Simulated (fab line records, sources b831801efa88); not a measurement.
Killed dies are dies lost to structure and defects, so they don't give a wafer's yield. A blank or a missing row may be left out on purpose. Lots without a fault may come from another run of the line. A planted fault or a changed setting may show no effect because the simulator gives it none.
Problem report in the 8D (eight disciplines) form, filled by code | flow gf180mcu | the parts of the form that need people (team, actions taken, sign-off) are left out

1. THE PROBLEM
exposure_dose_mJ_cm2 at GF_MIM_EXPOSE_16 reads a mean of 146.21 on 6 wafers of 2 lots; wafers without a fault read 140.01 with a standard deviation of 0.13. That is +48 standard deviations from the usual mean.
The step: exposes mask FuseTop, target cd 2000 nm.
First seen on wafer L292.2, day 30 00:38, on iline_stepper-02. The record holds 39 wafers of 13 lots with a number at this step. Rule for "out", or "out of limits": more than 4 standard deviations from the usual mean. The other wafers with a number count as sound.

2. WHAT IT IS AND WHAT IT IS NOT
question                    | is                     | is not
which readings at this step | exposure_dose_mJ_cm2   | focus_offset_nm
which lots                  | L292, L293             | L277, L278, L280, L281, L283, L284, L285, L286, L294, L296, L298
which wafers of those lots  | all that have a number | -
read on which tools         | iline_stepper-02       | iline_stepper-01
when                        | from day 30 00:38      | up to then (24 sound wafers); but 9 sound wafers of L294, L296, L298 came after

3. SUSPECTS, AND WHAT RULES EACH OUT
Counting: a tool at a process step up to the reading stays a suspect if it ran every lot that is out and no sound lot after the first of them.
- pvd_sputter-04 at GF_MIM_SPUTTER_03 (material Ti, target thk 10 nm, time 6.7 s): ruled out as a lasting fault. Sound lots L294, L298 ran on it after its first lot that is out, L292 (day 29 14:00).
- pecvd-04 at GF_MIM_CVD_05 (deposits Si3N4, target thk 42 nm, time 29.086 s): ruled out as a lasting fault. Sound lots L296 ran on it after its first lot that is out, L292 (day 29 14:04).
- iline_stepper-02 at GF_MIM_EXPOSE_16 (exposes mask FuseTop, target cd 2000 nm): kept. It ran every lot that is out, first L292 (day 30 00:38), and no sound lot after that; its last sound lot up to then is L285 (day 28 01:40). Its own readings are out on those wafers: exposure_dose_mJ_cm2.
Left after counting: iline_stepper-02 at GF_MIM_EXPOSE_16.

4. THE CAUSE (what the simulator had put in)
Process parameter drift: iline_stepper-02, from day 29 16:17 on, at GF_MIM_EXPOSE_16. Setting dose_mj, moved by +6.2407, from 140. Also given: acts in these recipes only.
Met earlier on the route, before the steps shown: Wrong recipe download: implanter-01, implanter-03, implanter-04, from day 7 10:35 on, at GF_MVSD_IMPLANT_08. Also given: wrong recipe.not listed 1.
Counting left only this tool.

5. THE CHAIN OF EFFECTS, in route order
Each row: a reading whose mean over the struck wafers that have a number lies more than 3 standard deviations from the usual. Only readings for which the record gives a usual standard deviation are gone through. hours: the time from each lot's start at the first step in this table that gives one to its start at this step, as a median over the lots. sigmas: the change in usual standard deviations.
hours | step             | reading              | usual  | on struck wafers | change | sigmas
0     | GF_MIM_EXPOSE_16 | exposure_dose_mJ_cm2 | 140.01 | 146.21           | +6.20  | +48
The process steps in it:
- GF_MIM_EXPOSE_16: exposes mask FuseTop, target cd 2000 nm.

6. WHAT WOULD HAVE CAUGHT IT SOONER
In this record the first reading out of limits was taken at day 30 00:38, 8 hours after the fault began at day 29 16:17.
